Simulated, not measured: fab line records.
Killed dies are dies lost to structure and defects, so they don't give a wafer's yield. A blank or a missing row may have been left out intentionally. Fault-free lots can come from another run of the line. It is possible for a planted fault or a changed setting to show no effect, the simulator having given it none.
The tool behind it: which one? :: flow gf180mcu :: 6 lots with 18 wafers sampled at 2 steps, on a route of 602 steps

WHAT THE GAUGES SHOWED, per wafer
GF_HV_LDD_TW_MEAS_38.
lot: L979
measured: day 12 10:08
on: filmMetro-04
HV_LDD_3_TW: 1452 1440 1442

lot: L982
measured: day 13 04:20
on: filmMetro-04
HV_LDD_3_TW: 1445 1452 1452

lot: L985
measured: day 13 23:34
on: filmMetro-01
HV_LDD_3_TW: 1442 1442 1442

lot: L990
measured: day 15 19:33
on: filmMetro-01
HV_LDD_3_TW: 1525 1524 1526

lot: L993
measured: day 16 17:48
on: filmMetro-03
HV_LDD_3_TW: 1527 1528 1525

lot: L100
measured: day 19 10:22
on: filmMetro-01
HV_LDD_3_TW: 1434 1443 1438

EACH LOT AND THE TOOL THAT RAN IT (in order: tool; ch and the chambers of the sampled wafers; start)
lot: L979
GF_HV_LDD_IMPLANT_35: implanter-01 ch 0, day 12 09:44

lot: L982
GF_HV_LDD_IMPLANT_35: implanter-01 ch 0, day 13 03:56

lot: L985
GF_HV_LDD_IMPLANT_35: implanter-02 ch 0, day 13 23:10

lot: L990
GF_HV_LDD_IMPLANT_35: implanter-01 ch 0, day 15 19:10

lot: L993
GF_HV_LDD_IMPLANT_35: implanter-01 ch 0, day 16 17:25

lot: L100
GF_HV_LDD_IMPLANT_35: implanter-04 ch 0, day 19 09:59
- GF_HV_LDD_IMPLANT_35

THE ANSWER, worked out from the rows above alone
Rule: what is usual is taken from the lots themselves. Put in order of their means at a reading, lots are off if they are a third of the lots or fewer, leave a main group of 4 or more, and stand apart from it by a gap of 3 or more times the standard deviation of the main group's means; of several such gaps the widest counts. A main group whose means are all the same, to the digits that the tables above print for the reading, isn't used. Also off: a lot with no number at a reading for which 4 or more lots have one. Where the step has rows for the other lots, those lots are counted as sound.
Off: L990, L993, seen at GF_HV_LDD_TW_MEAS_38 (HV_LDD_3_TW). The main group: mean 1444, standard deviation 4.1.
If a tool, at a process step before that reading, ran all the lots that are off and no sound lot after the first of them, it fits. Gauges at GF_HV_LDD_TW_MEAS_38: tried the same way as those tools. One fits: GF_HV_LDD_IMPLANT_35 on implanter-01. Its last sound lot is L982 (day 13 03:56), its first lot that is off L990 (day 15 19:10): a fault that began between those two fits.

WHAT HAD BEEN PUT IN BY THE SIMULATOR
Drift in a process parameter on implanter-01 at GF_HV_LDD_IMPLANT_35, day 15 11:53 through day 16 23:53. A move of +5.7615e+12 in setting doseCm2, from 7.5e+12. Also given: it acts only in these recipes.
Lots struck among those shown: L990, L993. The rule above reached the same finding.
